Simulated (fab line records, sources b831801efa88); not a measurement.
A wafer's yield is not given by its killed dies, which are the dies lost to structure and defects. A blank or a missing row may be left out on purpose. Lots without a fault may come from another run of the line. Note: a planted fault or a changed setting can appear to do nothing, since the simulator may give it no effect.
2 desks looking at one fault    flow gf180mcu    what lay behind the numbers comes last; until then each desk has only its own

TOOL OWNER'S DESK, pvd_sputter-02
At GF_M2_SPUTTER_01 (material TiN, target thk 30 nm, time 25 s) the tool's own readings: per lot run on this tool, the mean of the sampled wafers that have a number. Any lot whose mean is over 4 standard deviations away from the usual mean is out of limits and marked OUT; that distance is given in the brackets.
Columns: A = chamber_pressure_pa at GF_M2_SPUTTER_01, usual 0.4000 Pa; B = throttle_valve_pct at GF_M2_SPUTTER_01, usual 29.9 %
lot   first seen here  A                 B
L142  day 20 21:58     0.4009            30.4
L144  day 21 21:16     0.3826 (-23) OUT  30.9
L152  day 24 15:04     0.3994            30.9
L156  day 25 13:16     0.4006            29.4
L155  day 25 15:43     0.3994            29.2
L158  day 26 11:36     0.3999            30.1
This desk's finding: out of limits on L144; first on L144, day 21 21:16 (chamber_pressure_pa at GF_M2_SPUTTER_01). Within limits: L142, L152, L156, L155, L158.

FROM THE METROLOGY DESK
What the gauges read, lot by lot, whatever tool the lot ran on: means of the sampled wafers that have a number. Any lot whose mean is over 4 standard deviations away from the usual mean is out of limits and marked OUT; that distance is given in the brackets.
Columns: A = cd_nm at GF_M1_CD_MEAS_14, usual 229.6 nm; B = V1_W_THK at GF_V1_THK_MEAS_25, usual 353 nm
lot   first seen here  A      B
L135  day 17 10:52     229.8  354
L136  day 17 15:07     230.8  354
L138  day 18 00:52     227.7  358
L137  day 18 03:22     229.3  348
L142  day 19 18:18     231.3  348
L144  day 20 19:04     231.1  351
L148  day 22 07:05     227.9  354
L152  day 23 13:22     228.1  348
L153  day 24 01:23     229.0  360
L156  day 24 12:26     229.2  356
L155  day 24 15:15     228.1  349
L157  day 25 02:42     230.0  356
L158  day 25 11:07     230.7  349
This desk's finding: nothing out of limits on any of the 13 lots.

BROUGHT TOGETHER
On L144, at day 21 21:16, an alarm was possible from the tool owner's desk.
Nothing out of limits was seen by the metrology desk.
The metrology desk holds a record of L144, inside its limits.
On pvd_sputter-02, each named lot ran GF_M2_SPUTTER_01.

WHAT WAS PUT IN BY THE SIMULATOR
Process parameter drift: pvd_sputter-02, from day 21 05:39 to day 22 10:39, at GF_M2_SPUTTER_01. The setting chamber_pressure_pa was moved by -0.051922, starting from 0.4. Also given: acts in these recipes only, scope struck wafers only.
Struck lots among those shown: L144.
Delay in hours, fault start to first out-of-limits reading, by desk: the tool owner's desk at 16.
